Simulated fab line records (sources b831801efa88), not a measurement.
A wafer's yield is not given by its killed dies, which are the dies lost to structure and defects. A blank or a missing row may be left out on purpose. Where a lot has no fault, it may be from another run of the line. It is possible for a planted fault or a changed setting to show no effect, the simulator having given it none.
fab line records	flow gf180mcu
record lots=24	wafers=72	lastDay=34
route steps=602 shown V2@397 M3@425 M4@457 V4@480 MIM@507
lots untouched by any fault: they come from a run of this same line in which no faults occurred
startH: hours from the record's opening day to when the first of the lot's shown wafers began	waitH: hours since the lot's step before	" the same as in the row above	L1.1+2: a single row standing in for several wafers	- value missing, or start not given	* or withheld: withheld	< > ~ a bound
route shown NAME@n: NAME is a module with steps in the file, n the number in the route of the first one	usual: average and standard deviation across the fault-free wafers	same: alike in all rows	chamber/n: place in a boat	sites: per-site readings	_std_site: standard deviation across them	_edge_site: the outer-site mean with the inner-site mean subtracted	radiusMm: for every site, how far away it sits from the centre of the wafer	mask NAME#n: copy n	behind: the most recent tool/chamber to have shaped the wafer	hold: why the lot went on hold/how many hours it stayed there/how the hold came to an end	device: the n, p or np transistor that did not switch	end of line: tests of these same wafers at the route's end	step lacking rows: just its recipe	killed: not the wafer's yield, but the dies lost to structure and defects at the first sort	map: per-die view of a wafer (x killed, . not killed, _ where there is no die)
set.NAME: the setting the step ran with; set.NAME@STEP: the setting that earlier step ran with	model.NAME: the simulator's own value behind a step, which no gauge read
the route's steps for a sample of lots (tables are steps, rows are wafers)
services: the hour from which a tool's chamber was out of use, counted from the record's first day as startH (under 0 if before that day), plus the number of hours and why
## steps
# step GF_V2_OVL_MEAS_15
# usual V2_OVL=2/4.5
lot.wafer	tool	chamber	startH	waitH	V2_OVL[nm]
L074.1	overlay-01	-	467.75	0.1	-5
L074.3	"	-	"	"	1
L074.5	"	-	"	"	-1
L075.2	overlay-01	-	478.30	0.1	1
L075.4	"	-	"	"	5
L075.5	"	-	"	"	-4
L076.2	overlay-02	-	482.53	0.1	5
L076.3	"	-	"	"	-3
L076.6	"	-	"	"	0
L077.1	overlay-02	-	497.75	0.1	-4
L077.2	"	-	"	"	-1
L077.3	"	-	"	"	5
L078.1	overlay-02	-	504.20	0.1	0
L078.4	"	-	"	"	7
L078.6	"	-	"	"	0
L079.1	overlay-01	-	505.80	0.1	-7
L079.3	"	-	"	"	1
L079.4	"	-	"	"	4
L080.3	overlay-01	-	517.63	0.1	4
L080.4	"	-	"	"	-3
L080.5	"	-	"	"	3
L081.2	overlay-02	-	523.17	0.1	-3
L081.5	"	-	"	"	-2
L081.6	"	-	"	"	-6
L082.3	overlay-01	-	537.59	0.1	6
L082.4	"	-	"	"	6
L082.5	"	-	"	"	9
L083.2	overlay-01	-	540.33	0.1	1
L083.5	"	-	"	"	-3
L083.6	"	-	"	"	-4
L084.2	overlay-01	-	548.52	0.1	-5
L084.5	"	-	"	"	-2
L084.6	"	-	"	"	4
L085.2	overlay-01	-	559.00	0.1	-4
L085.4	"	-	"	"	-4
L085.6	"	-	"	"	0
L086.4	overlay-02	-	568.84	0.1	9
L086.5	"	-	"	"	11
L086.6	"	-	"	"	12
L087.1	overlay-02	-	575.87	0.1	4
L087.3	"	-	"	"	-1
L087.4	"	-	"	"	1
L088.1	overlay-01	-	581.20	0.1	-1
L088.2	"	-	"	"	4
L088.4	"	-	"	"	-5
L089.1	overlay-01	-	586.42	0.1	9
L089.3	"	-	"	"	6
L089.4	"	-	"	"	8
L090.2	overlay-02	-	597.37	0.1	-2
L090.4	"	-	"	"	-3
L090.5	"	-	"	"	5
L091.3	overlay-01	-	602.06	0.1	4
L091.4	"	-	"	"	5
L091.6	"	-	"	"	1
L092.2	overlay-01	-	614.00	0.1	1
L092.3	"	-	"	"	4
L092.6	"	-	"	"	0
L093.4	overlay-01	-	619.79	0.1	9
L093.5	"	-	"	"	1
L093.6	"	-	"	"	3
L094.1	overlay-02	-	625.67	0.1	7
L094.2	"	-	"	"	8
L094.5	"	-	"	"	4
L095.3	overlay-01	-	631.11	0.1	-1
L095.5	"	-	"	"	-2
L095.6	"	-	"	"	-3
L096.2	overlay-02	-	641.05	0.1	7
L096.3	"	-	"	"	-1
L096.4	"	-	"	"	7
L097.1	overlay-01	-	651.42	0.1	4
L097.5	"	-	"	"	1
L097.6	"	-	"	"	-3
# step GF_M3_METAL_ETCH_16
# recipe chemistry=Cl2/BCl3	maskMaterial=KrF	targetDepthNm=750.8	stopOn=SiO2	pressureMtorr=8	icpW=800	biasW=140	Cl2_flow_sccm=80	bcl3FlowSccm=40	timeS=125.1
# usual drypumpMotorCurrentA=6.0/0.44	oesProductAu=0.986/0.0089	throttleValvePct=28.235/0.012
lot.wafer	tool	chamber	startH	waitH	drypumpMotorCurrentA	oesProductAu	rfHoursCounterH	throttleValvePct
L074.1	rieMetal-01	0	493.35	0.0	6.5	0.977	1	28.235
L074.3	"	0	"	"	6.5	0.983	-	28.239
L074.5	"	0	"	"	6.5	0.975	-	28.227
L075.2	rieMetal-04	1	504.00	0.0	5.8	0.990	7	28.228
L075.4	"	0	"	"	5.9	0.984	-	28.225
L075.5	"	1	"	"	5.9	0.991	-	28.230
L076.2	rieMetal-01	0	508.00	0.0	6.5	0.977	1	28.236
L076.3	"	0	"	"	6.5	0.972	-	28.253
L076.6	"	1	"	"	5.2	0.975	-	28.241
L077.1	rieMetal-04	0	522.96	0.0	5.9	0.991	10	28.219
L077.2	"	1	"	"	5.8	0.985	8	28.249
L077.3	"	1	"	"	5.9	0.986	-	28.243
L078.1	rieMetal-04	1	529.55	0.0	5.8	0.995	8	28.239
L078.4	"	0	"	"	5.9	0.991	-	28.233
L078.6	"	1	"	"	5.8	1.005	-	28.214
L079.1	rieMetal-01	0	530.05	0.0	6.4	0.971	2	28.239
L079.3	"	1	"	"	5.3	0.982	-	28.232
L079.4	"	0	"	"	6.5	0.980	-	28.246
L080.3	rieMetal-04	0	542.14	0.1	5.9	0.988	-	28.223
L080.4	"	1	"	"	5.8	0.994	-	28.231
L080.5	"	0	"	"	5.9	0.997	-	28.234
L081.2	rieMetal-01	0	547.60	0.0	6.5	0.961	3	28.258
L081.5	"	0	"	"	6.5	0.981	-	28.241
L081.6	"	1	"	"	5.3	0.979	-	28.233
L082.3	rieMetal-04	0	561.85	0.1	5.9	0.993	-	28.205
L082.4	"	1	"	"	5.8	0.987	-	28.235
L082.5	"	1	"	"	5.9	0.987	-	28.235
L083.2	rieMetal-04	0	564.66	0.0	5.9	0.992	11	28.214
L083.5	"	0	"	"	5.9	0.996	-	28.222
L083.6	"	1	"	"	5.9	0.999	-	28.226
L084.2	rieMetal-02	1	572.25	0.0	6.2	0.991	2	28.230
L084.5	"	0	"	"	6.2	1.004	-	28.235
L084.6	"	1	"	"	6.2	0.996	-	28.226
L085.2	rieMetal-01	1	582.25	0.0	5.3	0.988	12	28.231
L085.4	"	1	"	"	5.3	0.985	-	28.252
L085.6	"	0	"	"	6.5	0.994	-	28.232
L086.4	rieMetal-01	0	592.14	0.1	6.5	0.977	-	28.240
L086.5	"	1	"	"	5.3	0.974	-	28.250
L086.6	"	0	"	"	6.5	0.970	-	28.252
L087.1	rieMetal-04	0	598.75	0.0	5.9	0.987	12	28.241
L087.3	"	1	"	"	5.8	0.996	-	28.206
L087.4	"	0	"	"	5.9	0.979	-	28.246
L088.1	rieMetal-02	1	603.91	0.0	6.2	0.996	3	28.230
L088.2	"	0	"	"	6.2	0.992	5	28.218
L088.4	"	0	"	"	6.2	0.995	-	28.219
L089.1	rieMetal-02	1	609.65	0.0	6.1	1.000	3	28.216
L089.3	"	0	"	"	6.2	0.992	-	28.227
L089.4	"	1	"	"	6.2	1.003	-	28.227
L090.2	rieMetal-01	0	620.35	0.0	6.5	0.979	5	28.242
L090.4	"	0	"	"	6.5	0.982	-	28.235
L090.5	"	0	"	"	6.5	0.985	-	28.240
L091.3	rieMetal-01	1	625.44	0.1	5.3	0.979	-	28.222
L091.4	"	0	"	"	6.5	0.976	-	28.243
L091.6	"	1	"	"	5.3	0.982	-	28.228
L092.2	rieMetal-01	1	636.15	0.0	5.3	0.971	14	28.246
L092.3	"	0	"	"	6.5	0.983	-	28.235
L092.6	"	1	"	"	5.3	0.971	-	28.253
L093.4	rieMetal-01	0	641.24	0.1	6.5	0.980	-	28.238
L093.5	"	0	"	"	6.5	0.984	-	28.221
L093.6	"	1	"	"	5.3	0.992	-	28.246
L094.1	rieMetal-01	0	647.65	0.0	6.5	0.977	6	28.240
L094.2	"	0	"	"	6.5	0.983	-	28.255
L094.5	"	0	"	"	6.5	0.972	-	28.237
L095.3	rieMetal-04	0	652.79	0.1	5.9	0.988	-	28.219
L095.5	"	0	"	"	5.9	0.988	-	28.231
L095.6	"	1	"	"	5.8	0.992	-	28.223
L096.2	rieMetal-01	0	662.74	0.1	6.5	0.985	-	28.246
L096.3	"	0	"	"	6.5	0.984	-	28.246
L096.4	"	0	"	"	6.5	0.984	-	28.238
L097.1	rieMetal-02	1	672.40	0.0	6.2	0.991	5	28.248
L097.5	"	0	"	"	6.2	0.992	-	28.219
L097.6	"	1	"	"	6.2	0.996	-	28.220
# step GF_M4_SPUTTER_01
# recipe material=TiN	targetThkNm=30	powerW=6500	timeS=25	chamberPressurePa=0.4
# usual throttleValvePct=30.0/1.3
lot.wafer	tool	chamber	startH	waitH	throttleValvePct
L074.1	pvdSputter-03	-	519.41	0.1	28.8
L074.3	"	-	"	"	28.3
L074.5	"	-	"	"	28.9
L075.2	pvdSputter-04	-	530.41	0.1	28.6
L075.4	"	-	"	"	31.0
L075.5	"	-	"	"	28.0
L076.2	pvdSputter-03	-	534.17	0.1	29.8
L076.3	"	-	"	"	28.1
L076.6	"	-	"	"	29.0
L077.1	pvdSputter-01	-	548.40	0.1	29.8
L077.2	"	-	"	"	31.0
L077.3	"	-	"	"	32.3
L078.1	pvdSputter-01	-	555.80	0.1	29.9
L078.4	"	-	"	"	31.0
L078.6	"	-	"	"	29.8
L079.1	pvdSputter-03	-	555.82	0.1	30.1
L079.3	"	-	"	"	27.9
L079.4	"	-	"	"	28.7
L080.3	pvdSputter-01	-	568.00	0.1	29.7
L080.4	"	-	"	"	31.2
L080.5	"	-	"	"	31.2
L081.2	pvdSputter-01	-	572.52	0.1	32.4
L081.5	"	-	"	"	32.4
L081.6	"	-	"	"	30.3
L082.3	pvdSputter-03	-	586.19	0.1	29.9
L082.4	"	-	"	"	28.9
L082.5	"	-	"	"	28.7
L083.2	pvdSputter-04	-	589.83	0.1	31.1
L083.5	"	-	"	"	30.8
L083.6	"	-	"	"	28.2
L084.2	pvdSputter-01	-	596.30	0.1	31.2
L084.5	"	-	"	"	29.8
L084.6	"	-	"	"	32.6
L085.2	pvdSputter-04	-	606.63	0.1	31.1
L085.4	"	-	"	"	28.3
L085.6	"	-	"	"	28.3
L086.4	pvdSputter-03	-	616.93	0.1	28.7
L086.5	"	-	"	"	28.4
L086.6	"	-	"	"	29.0
L087.1	pvdSputter-03	-	622.36	0.1	28.2
L087.3	"	-	"	"	29.9
L087.4	"	-	"	"	31.3
L088.1	pvdSputter-01	-	627.84	0.1	30.2
L088.2	"	-	"	"	32.4
L088.4	"	-	"	"	31.1
L089.1	pvdSputter-04	-	632.21	0.1	28.8
L089.3	"	-	"	"	30.8
L089.4	"	-	"	"	30.7
L090.2	pvdSputter-03	-	643.36	0.1	28.9
L090.4	"	-	"	"	28.3
L090.5	"	-	"	"	30.2
L091.3	pvdSputter-03	-	648.44	0.1	31.6
L091.4	"	-	"	"	28.3
L091.6	"	-	"	"	30.0
L092.2	pvdSputter-04	-	658.74	0.1	28.5
L092.3	"	-	"	"	28.5
L092.6	"	-	"	"	30.8
L093.4	pvdSputter-01	-	663.91	0.1	30.9
L093.5	"	-	"	"	29.7
L093.6	"	-	"	"	31.1
L094.1	pvdSputter-01	-	670.54	0.1	30.0
L094.2	"	-	"	"	32.5
L094.5	"	-	"	"	30.1
L095.3	pvdSputter-04	-	675.11	0.1	28.8
L095.5	"	-	"	"	28.2
L095.6	"	-	"	"	28.6
L096.2	pvdSputter-03	-	685.43	0.1	28.0
L096.3	"	-	"	"	28.9
L096.4	"	-	"	"	29.8
L097.1	pvdSputter-01	-	694.43	0.1	31.0
L097.5	"	-	"	"	32.2
L097.6	"	-	"	"	30.1
# step GF_V4_CMP_04
# recipe material=SiO2	downForcePsi=4	platenRpm=60	padVelocityMS=0.94248
# usual motorCurrentA=11.9/1.3	timeToEndpointS=80/6.4
lot.wafer	tool	chamber	startH	waitH	motorCurrentA	timeToEndpointS
L074.1	cmp-01	1	544.25	0.1	9.1	73
L074.3	"	2	"	"	11.2	73
L074.5	"	3	"	"	11.9	78
L075.4	cmp-01	2	553.79	0.1	10.3	84
L075.2	"	0	"	"	12.6	76
L075.5	"	2	"	"	10.9	82
L076.3	cmp-02	2	558.25	0.1	12.1	87
L076.2	"	3	"	"	11.8	84
L076.6	"	1	"	"	13.4	93
L077.3	cmp-01	1	571.79	0.0	9.8	77
L077.1	"	3	"	"	11.7	78
L077.2	"	0	"	"	12.5	75
L078.1	cmp-02	3	579.50	0.1	11.8	73
L078.4	"	0	"	"	14.4	84
L078.6	"	3	"	"	12.0	84
L079.3	cmp-01	1	579.69	0.0	9.3	76
L079.1	"	2	"	"	10.9	80
L079.4	"	3	"	"	12.5	80
L080.3	cmp-02	3	590.61	0.0	12.0	82
L080.4	"	1	"	"	13.1	95
L080.5	"	0	"	"	13.7	91
L081.2	cmp-01	3	595.51	0.1	12.4	71
L081.6	"	1	"	"	9.5	79
L081.5	"	2	"	"	10.0	76
L082.3	cmp-01	2	608.38	0.0	10.5	80
L082.4	"	0	"	"	12.6	90
L082.5	"	2	"	"	10.5	85
L083.2	cmp-02	1	612.17	0.1	13.4	84
L083.6	"	0	"	"	14.3	84
L083.5	"	1	"	"	13.4	84
L084.2	cmp-02	1	618.81	0.0	12.4	87
L084.5	"	1	"	"	12.9	95
L084.6	"	2	"	"	11.7	90
L085.4	cmp-02	2	628.40	0.1	12.2	91
L085.2	"	3	"	"	12.5	87
L085.6	"	1	"	"	13.3	87
L086.4	cmp-01	3	638.08	0.2	12.8	79
L086.5	"	0	"	"	12.2	88
L086.6	"	1	"	"	9.6	79
L087.4	cmp-02	0	643.34	0.1	13.8	84
L087.3	"	1	"	"	12.4	85
L087.1	"	2	"	"	11.9	80
L088.4	cmp-01	3	648.78	0.0	12.9	79
L088.1	"	0	"	"	12.6	91
L088.2	"	1	"	"	9.1	82
L089.4	cmp-01	2	653.13	0.0	11.0	82
L089.1	"	3	"	"	11.8	77
L089.3	"	0	"	"	12.1	83
L090.2	cmp-01	3	664.31	0.0	12.7	77
L090.4	"	0	"	"	12.3	92
L090.5	"	3	"	"	11.8	78
L091.4	cmp-02	0	669.09	0.1	13.6	90
L091.3	"	1	"	"	13.1	89
L091.6	"	3	"	"	12.9	92
L092.2	cmp-01	3	679.13	0.1	12.2	72
L092.3	"	0	"	"	13.1	74
L092.6	"	2	"	"	10.9	76
L093.4	cmp-01	3	684.18	0.1	12.8	77
L093.5	"	2	"	"	11.4	70
L093.6	"	3	"	"	12.2	76
L094.1	cmp-02	0	690.86	0.1	14.3	76
L094.2	"	1	"	"	12.6	78
L094.5	"	3	"	"	12.1	83
L095.3	cmp-01	1	695.21	0.1	9.5	74
L095.6	"	3	"	"	12.4	76
L095.5	"	0	"	"	12.3	81
L096.2	cmp-02	3	705.54	0.1	12.3	74
L096.4	"	0	"	"	13.4	85
L096.3	"	1	"	"	12.6	85
L097.1	cmp-01	3	713.66	0.2	11.7	67
L097.5	"	0	"	"	12.7	77
L097.6	"	1	"	"	9.5	71
# step GF_MIM_SPUTTER_04
# recipe material=TiN	targetThkNm=50	powerW=6500	timeS=41.7	chamberPressurePa=0.4
# usual throttleValvePct=29.8/1.1
lot.wafer	tool	chamber	startH	waitH	throttleValvePct
L074.1	pvdSputter-04	-	568.47	0.0	28.5
L074.3	"	-	"	"	30.6
L074.5	"	-	"	"	28.5
L075.2	pvdSputter-04	-	578.15	0.0	31.2
L075.4	"	-	"	"	28.2
L075.5	"	-	"	"	28.8
L076.2	pvdSputter-04	-	582.55	0.0	30.6
L076.3	"	-	"	"	28.5
L076.6	"	-	"	"	30.8
L077.1	pvdSputter-02	-	595.54	0.0	30.1
L077.2	"	-	"	"	29.7
L077.3	"	-	"	"	30.5
L079.1	pvdSputter-04	-	603.27	0.0	30.8
L079.3	"	-	"	"	28.2
L079.4	"	-	"	"	30.8
L078.1	pvdSputter-03	-	603.29	0.0	28.6
L078.4	"	-	"	"	28.5
L078.6	"	-	"	"	31.0
L080.3	pvdSputter-04	-	613.82	0.0	28.5
L080.4	"	-	"	"	30.9
L080.5	"	-	"	"	28.4
L081.2	pvdSputter-02	-	618.13	0.0	31.4
L081.5	"	-	"	"	30.3
L081.6	"	-	"	"	30.2
L082.3	pvdSputter-04	-	631.40	0.0	28.3
L082.4	"	-	"	"	30.7
L082.5	"	-	"	"	28.2
L083.2	pvdSputter-03	-	634.58	0.0	28.2
L083.5	"	-	"	"	29.0
L083.6	"	-	"	"	28.1
L084.2	pvdSputter-03	-	641.89	0.0	28.9
L084.5	"	-	"	"	29.1
L084.6	"	-	"	"	28.5
L085.2	pvdSputter-02	-	650.36	0.0	30.3
L085.4	"	-	"	"	30.3
L085.6	"	-	"	"	30.0
L086.4	pvdSputter-02	-	659.85	0.0	31.2
L086.5	"	-	"	"	30.4
L086.6	"	-	"	"	30.2
L087.1	pvdSputter-04	-	665.37	0.0	28.7
L087.3	"	-	"	"	27.9
L087.4	"	-	"	"	30.8
L088.1	pvdSputter-04	-	670.29	0.0	28.5
L088.2	"	-	"	"	30.8
L088.4	"	-	"	"	30.7
L089.1	pvdSputter-02	-	674.55	0.0	29.9
L089.3	"	-	"	"	30.3
L089.4	"	-	"	"	31.4
L090.2	pvdSputter-04	-	686.35	0.0	31.0
L090.4	"	-	"	"	28.4
L090.5	"	-	"	"	31.1
L091.3	pvdSputter-04	-	690.35	0.0	31.3
L091.4	"	-	"	"	28.4
L091.6	"	-	"	"	28.5
L092.2	pvdSputter-04	-	699.97	0.0	30.7
L092.3	"	-	"	"	28.5
L092.6	"	-	"	"	31.3
L093.4	pvdSputter-02	-	705.10	0.0	31.6
L093.5	"	-	"	"	29.8
L093.6	"	-	"	"	30.4
L094.1	pvdSputter-04	-	711.64	0.0	28.6
L094.2	"	-	"	"	28.5
L094.5	"	-	"	"	28.5
L095.3	pvdSputter-03	-	715.09	0.0	30.0
L095.5	"	-	"	"	28.9
L095.6	"	-	"	"	31.2
L096.2	pvdSputter-02	-	726.28	0.0	31.2
L096.3	"	-	"	"	30.0
L096.4	"	-	"	"	31.4
L097.1	pvdSputter-03	-	733.34	0.0	28.8
L097.5	"	-	"	"	31.2
L097.6	"	-	"	"	29.1
# step GF_MIM_SPUTTER_09
# recipe material=TiN	targetThkNm=35	powerW=6500	timeS=29.2	chamberPressurePa=0.4
# usual throttleValvePct=29.9/1
lot.wafer	tool	chamber	startH	waitH	throttleValvePct
L074.1	pvdSputter-03	-	568.68	0.0	29.7
L074.3	"	-	"	"	31.2
L074.5	"	-	"	"	29.8
L075.2	pvdSputter-02	-	578.35	0.0	29.7
L075.4	"	-	"	"	30.6
L075.5	"	-	"	"	30.1
L076.2	pvdSputter-03	-	582.75	0.0	31.3
L076.3	"	-	"	"	28.4
L076.6	"	-	"	"	31.2
L077.1	pvdSputter-03	-	595.74	0.0	31.0
L077.2	"	-	"	"	28.7
L077.3	"	-	"	"	28.2
L079.1	pvdSputter-02	-	603.47	0.0	30.2
L079.3	"	-	"	"	30.3
L079.4	"	-	"	"	31.4
L078.1	pvdSputter-04	-	603.49	0.0	30.8
L078.4	"	-	"	"	28.3
L078.6	"	-	"	"	31.2
L080.3	pvdSputter-03	-	614.02	0.0	31.4
L080.4	"	-	"	"	28.7
L080.5	"	-	"	"	28.9
L081.2	pvdSputter-03	-	618.34	0.0	29.1
L081.5	"	-	"	"	29.8
L081.6	"	-	"	"	31.2
L082.3	pvdSputter-02	-	631.60	0.0	29.9
L082.4	"	-	"	"	31.5
L082.5	"	-	"	"	29.9
L083.2	pvdSputter-02	-	634.82	0.0	30.3
L083.5	"	-	"	"	29.8
L083.6	"	-	"	"	31.3
L084.2	pvdSputter-04	-	642.12	0.0	31.0
L084.5	"	-	"	"	28.6
L084.6	"	-	"	"	30.7
L085.2	pvdSputter-03	-	650.56	0.0	30.0
L085.4	"	-	"	"	28.5
L085.6	"	-	"	"	29.0
L086.4	pvdSputter-04	-	660.05	0.0	30.8
L086.5	"	-	"	"	31.0
L086.6	"	-	"	"	28.8
L087.1	pvdSputter-03	-	665.57	0.0	28.4
L087.3	"	-	"	"	31.0
L087.4	"	-	"	"	28.8
L088.1	pvdSputter-03	-	670.49	0.0	31.3
L088.2	"	-	"	"	28.4
L088.4	"	-	"	"	30.0
L089.1	pvdSputter-03	-	674.75	0.0	28.8
L089.3	"	-	"	"	28.2
L089.4	"	-	"	"	29.9
L090.2	pvdSputter-02	-	686.55	0.0	31.6
L090.4	"	-	"	"	30.4
L090.5	"	-	"	"	30.3
L091.3	pvdSputter-02	-	690.55	0.0	30.4
L091.4	"	-	"	"	30.6
L091.6	"	-	"	"	30.1
L092.2	pvdSputter-02	-	700.17	0.0	30.2
L092.3	"	-	"	"	29.6
L092.6	"	-	"	"	30.4
L093.4	pvdSputter-03	-	705.30	0.0	30.0
L093.5	"	-	"	"	28.7
L093.6	"	-	"	"	30.9
L094.1	pvdSputter-03	-	711.84	0.0	28.8
L094.2	"	-	"	"	31.4
L094.5	"	-	"	"	29.0
L095.3	pvdSputter-02	-	715.29	0.0	30.1
L095.5	"	-	"	"	30.0
L095.6	"	-	"	"	31.5
L096.2	pvdSputter-04	-	726.48	0.0	28.5
L096.3	"	-	"	"	31.1
L096.4	"	-	"	"	30.8
L097.1	pvdSputter-02	-	733.54	0.0	30.5
L097.5	"	-	"	"	29.8
L097.6	"	-	"	"	30.3
## services
tool	chamber	startH	hours	kind
pvdSputter-02	-	469.95	2.1	repair
pvdSputter-04	-	471.08	2.3	repair
rieMetal-02	0	471.51	4.1	repair
pvdSputter-04	-	479.53	3.5	repair
rieMetal-02	1	501.80	4.8	repair
pvdSputter-02	-	510.22	5.9	repair
cmp-01	-	528.50	2.2	repair
rieMetal-02	-	543.57	0.4	repair
cmp-02	-	560.91	1.5	repair
pvdSputter-02	-	569.46	2.6	repair
cmp-01	-	572.71	4.0	pm
cmp-02	-	584.17	1.6	repair
pvdSputter-01	-	586.07	0.5	repair
pvdSputter-03	1	595.77	-	consumableReplace:kit
pvdSputter-03	1	595.77	18.0	scheduledDown
pvdSputter-03	1	595.77	18.0	ventCycle
rieMetal-02	-	639.55	0.5	repair
cmp-02	-	681.99	4.3	repair
cmp-02	-	686.49	2.2	repair
cmp-01	-	688.72	3.1	pm
rieMetal-02	-	698.31	0.6	repair
pvdSputter-03	0	705.34	-	consumableReplace:kit
cmp-02	-	710.60	1.7	repair
rieMetal-01	-	724.53	2.5	repair
## key
fault none
